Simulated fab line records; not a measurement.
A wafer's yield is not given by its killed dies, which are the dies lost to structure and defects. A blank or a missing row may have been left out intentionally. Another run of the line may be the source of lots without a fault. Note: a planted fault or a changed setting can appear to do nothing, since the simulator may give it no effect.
Struck lot and sound lot, side by side    flow sky130    30 out of 708 route steps
Sound: the wafers L150.1, L150.2, L150.4. Struck: wafers L153.1, L153.2, L153.5. At the end, the cause is stated.
At each step with rows: each side's tool, then ch and its chambers, then its first start. Under that, the readings that differ: sound wafers    struck wafers    difference of the means    sigmas: that difference in standard deviations of wafers without a fault.
alike: a reading whose means differ by less than 2 such deviations, as well as words and numbers matching on both sides. not compared: withheld readings; readings where some wafer has no value; bounds like >300 that might hide an equal value; numbers whose values overlap and for which the record gives no deviation.
A row with sigmas, a row that says differs or no value, or rows on one side alone: a step with any of these is where the two part. When numbers do not overlap yet have no deviation, they are printed without sigmas and do not part them. Lack of a reading on every wafer of one side parts them only where that side has two or more wafers.

first, 5 steps without rows for these wafers: SKY_SONOS_ONO_COAT_08 (resist thk 1140 nm); SKY_SONOS_ONO_SOFTBAKE_09 (time 60 s); SKY_SONOS_ONO_EXPOSE_10 (exposes mask ONOM, target cd 410 nm); SKY_SONOS_ONO_PEB_11; SKY_SONOS_ONO_DEVELOP_12 (develop time 60 s).
SKY_SONOS_ONO_CD_MEAS_13: the cd target is 410 nm.
  struck on cd_sem-02, day 14 10:38; sound on cd_sem-02, day 13 05:41
  alike: cd_nm
SKY_SONOS_ONO_OVL_MEAS_14:
  struck on overlay-02, day 14 10:45; sound on overlay-01, day 13 05:49
  alike: SONOS_ONO_OVL
SKY_SONOS_ONO_ETCH_15: etches the open film in CHF3/O2, target depth 19.52 nm, time 7.8 s.
  sound on rie_diel-01 ch 0,2,3, day 13 05:51; struck on rie_diel-02 ch 2,3, day 14 10:47
  alike: drypump_motor_current_A, oes_product_au, throttle_valve_pct
  not compared: rf_hours_counter_h
then, 1 step without rows for these wafers: SKY_SONOS_ONO_WET_ETCH_16 (etches SiO2 in dHF, target depth 14 nm, time 280 s).
SKY_SONOS_ONO_STRIP_17: strips in O2/N2.
  sound on plasma_asher-04 ch 0,1, day 13 05:59; struck on plasma_asher-02 ch 0,1, day 14 10:53
reading                       sound              struck             difference  sigmas
strip_time_to_endpoint_s (s)  14.15 14.11 14.13  14.06 14.02 14.06  -0.08       -2
  alike: drypump_motor_current_A, n2_flow_sccm, oes_product_au
  not compared: rf_hours_counter_h
then, 2 steps without rows for these wafers: SKY_SONOS_ONO_WET_ETCH_18 (etches Si3N4 in H3PO4, target depth 15 nm, time 172 s); SKY_GATE_OXIDE_CLEAN_00 (cleans in SC1/SC2, time 150 s).
SKY_GATE_OXIDE_OXIDATION_01: stabilise 600 s, purge 300 s, target thk 10.268 nm.
  sound on furnace-01 ch 0, day 13 07:53; struck on furnace-01 ch 0, day 14 15:35
  alike: ox_temp_c, zone_power_upper_pct
SKY_GATE_OXIDE_THK_MEAS_02:
  struck on film_metro-04, day 14 17:07; sound on film_metro-04, day 13 09:18
reading                           sound           struck             difference  sigmas
GATE_OXIDE_OXIDATION_00_THK (nm)  9.82 9.68 9.70  15.22 15.15 15.40  +5.52       +29
then, 7 steps without rows for these wafers: SKY_GATE_OXIDE_DEHYDRATE_03 (time 60 s); SKY_GATE_OXIDE_HMDS_04 (prime time 60 s); SKY_GATE_OXIDE_COAT_05 (resist thk 1140 nm); SKY_GATE_OXIDE_SOFTBAKE_06 (time 60 s); SKY_GATE_OXIDE_EXPOSE_07 (exposes mask LVOM, target cd 600 nm); SKY_GATE_OXIDE_PEB_08; SKY_GATE_OXIDE_DEVELOP_09 (develop time 60 s).
SKY_GATE_OXIDE_OVL_MEAS_10:
  struck on overlay-02, day 15 16:58; sound on overlay-01, day 14 10:16
  alike: GATE_OXIDE_OVL
then, 2 steps without rows for these wafers: SKY_GATE_OXIDE_IMPLANT_11; SKY_GATE_OXIDE_WET_ETCH_12 (etches SiO2 in dHF, target depth 16.8 nm, time 336 s).
SKY_GATE_OXIDE_STRIP_13: strips in O2/N2.
  sound on plasma_asher-01 ch 0,1, day 14 10:34; struck on plasma_asher-04 ch 0,1, day 15 17:17
  alike: drypump_motor_current_A, n2_flow_sccm, oes_product_au, strip_time_to_endpoint_s
  not compared: rf_hours_counter_h
SKY_GATE_OXIDE_TW_MEAS_14:
  struck on film_metro-02, day 15 17:23; sound on film_metro-01, day 14 10:40
  alike: GATE_OXIDE_TW
SKY_GATE_OXIDE_CLEAN_15: cleans in SC1/SC2, time 150 s.
  sound on wet_bench-02 ch 2, day 14 10:43; struck on wet_bench-02 ch 1, day 15 17:26
reading                                            sound              struck             difference  sigmas
model.SiO2_of_GATE_OXIDE_OXIDATION_01.thk_nm (nm)  9.444 9.345 9.375  14.86 14.83 15.07  +5.53       
SKY_GATE_OXIDE_OXIDATION_16: stabilise 600 s, purge 300 s, target thk 3.57 nm.
  sound on furnace-01 ch 0, day 14 11:08; struck on furnace-01 ch 0, day 15 17:29
reading                                            sound              struck             difference  sigmas
model.SiO2_of_GATE_OXIDE_OXIDATION_01.thk_nm (nm)  11.24 11.14 11.18  16.23 16.22 16.45  +5.11       
  alike: ox_temp_c, zone_power_upper_pct
then, 1 step without rows for these wafers: SKY_POLY_GATE_CVD_00 (deposits poly-Si, target thk 180 nm, time 720 s).
-- record jumps: 31 days separate the struck wafers' starts on either side; left off in module POLY_GATE, taken up again in module PAD_OPEN, whose first shown step is the route's number 708 --
SKY_PAD_OPEN_PROBE_99:
  struck on prober-02, day 46 23:37; sound on prober-01, day 46 14:02
reading                                 sound                          struck                         difference  sigmas
model.etest.nfet_16v.r_on_ohm_um        1.419e+04 1.407e+04 1.412e+04  1.667e+04 1.656e+04 1.669e+04  +2.513e+03  
model.etest.tip_sonos.rs_ohm_sq         2547 2558 2537                 4724 4650 4807                 +2180       
model.etest.pfet_16v.r_on_ohm_um        1.49e+04 1.479e+04 1.465e+04   1.658e+04 1.66e+04 1.658e+04   +1.807e+03  
model.etest.pfet_g5v0d10v5.r_on_ohm_um  4694 4668 4626                 5804 5786 5846                 +1149       
model.etest.nfet_g5v0d10v5.r_on_ohm_um  1867 1840 1829                 2274 2298 2282                 +439        
model.etest.tip_p.rs_ohm_sq             6862 6805 6811                 7239 7145 7179                 +362        
model.etest.nfet_g5v0d10v5.drive_ua_um  625.1 635 630.3                438.4 439.2 435.8              -192.3      
model.etest.pfet_01v8.r_on_ohm_um       2868 2874 2851                 3073 3117 3003                 +200        
  alike: killed_at_M0_to_M3, killed_at_M4_up, killed_at_contacts, killed_at_front_end, killed_at_other, killed_dies, killed_open, killed_short

## WHERE THEY PART
First at SKY_SONOS_ONO_STRIP_17; last, within this record, at SKY_GATE_OXIDE_THK_MEAS_02. Later steps at which nothing parts them and some readings are alike: SKY_GATE_OXIDE_OVL_MEAS_10, SKY_GATE_OXIDE_STRIP_13, SKY_GATE_OXIDE_TW_MEAS_14, SKY_GATE_OXIDE_OXIDATION_16, SKY_PAD_OPEN_PROBE_99.

WHY: whatever the simulator had introduced
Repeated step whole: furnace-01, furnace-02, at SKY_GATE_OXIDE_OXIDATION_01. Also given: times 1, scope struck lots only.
